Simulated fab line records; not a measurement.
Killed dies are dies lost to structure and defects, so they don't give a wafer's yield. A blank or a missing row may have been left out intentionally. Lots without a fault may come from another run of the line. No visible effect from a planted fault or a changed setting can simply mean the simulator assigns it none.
Matching of chambers || flow sky130 || SKY_SPACER_ETCHBACK_02 on rie_diel-03 has 4 sister chambers
The step etches Si3N4 in CH3F/O2, stops on SiO2, time 46.7 s, target depth 45 nm. 7 wafers are shown with their chamber, then 7 later ones without.

== EACH WAFER AND ITS CHAMBER ==
{"wafer": "L848.1", "chamber": 1, "drypump_motor_current_A (A)": 5.85, "O2_flow_sccm (sccm)": 29.89}
{"wafer": "L848.6", "chamber": 3, "drypump_motor_current_A (A)": 5.95, "O2_flow_sccm (sccm)": 30.08}
{"wafer": "L853.3", "chamber": 2, "drypump_motor_current_A (A)": 6.08, "O2_flow_sccm (sccm)": 29.84}
{"wafer": "L853.4", "chamber": 1, "drypump_motor_current_A (A)": 5.83, "O2_flow_sccm (sccm)": 29.96}
{"wafer": "L856.6", "chamber": 3, "drypump_motor_current_A (A)": 5.94, "O2_flow_sccm (sccm)": 30.05}
{"wafer": "L857.1", "chamber": 0, "drypump_motor_current_A (A)": 5.85, "O2_flow_sccm (sccm)": 30.17}
{"wafer": "L857.5", "chamber": 0, "drypump_motor_current_A (A)": 5.86, "O2_flow_sccm (sccm)": 30.11}

== WAFERS MISSING THEIR CHAMBER ==
{"wafer": "L857.6", "drypump_motor_current_A (A)": 5.97, "O2_flow_sccm (sccm)": 30.03}
{"wafer": "L865.3", "drypump_motor_current_A (A)": 5.93, "O2_flow_sccm (sccm)": 29.96}
{"wafer": "L865.5", "drypump_motor_current_A (A)": 5.95, "O2_flow_sccm (sccm)": 29.90}
{"wafer": "L865.6", "drypump_motor_current_A (A)": 6.09, "O2_flow_sccm (sccm)": 30.00}
{"wafer": "L869.1", "drypump_motor_current_A (A)": 5.95, "O2_flow_sccm (sccm)": 30.06}
{"wafer": "L869.2", "drypump_motor_current_A (A)": 6.08, "O2_flow_sccm (sccm)": 30.01}
{"wafer": "L869.5", "drypump_motor_current_A (A)": 5.96, "O2_flow_sccm (sccm)": 29.82}

== WHICH CHAMBER EACH ONE RAN IN ==
{"wafer": "L857.6", "from the rows above": 3, "in truth": 3}
{"wafer": "L865.3", "from the rows above": 3, "in truth": 3}
{"wafer": "L865.5", "from the rows above": 3, "in truth": 3}
{"wafer": "L865.6", "from the rows above": 2, "in truth": 2}
{"wafer": "L869.1", "from the rows above": 3, "in truth": 3}
{"wafer": "L869.2", "from the rows above": 2, "in truth": 2}
{"wafer": "L869.5", "from the rows above": 3, "in truth": 3}
Correctly placed: 7 of 7. Not placeable from these rows: 0. Wrongly placed: 0.
How it was worked out, from the rows above alone: a wafer's distance from a chamber is the root of the sum, over the readings, of the square of ((its reading less the chamber's mean) divided by the reading's scatter). If the next closest chamber is less than 2 further off than the closest, the wafer can't be placed; otherwise it belongs to the closest. A chamber's mean is the mean of its shown wafers. How the scatter is found: for the shown wafers, subtract from each reading the mean of its chamber, square and add these, divide the total by (wafers less chambers), then take the root.
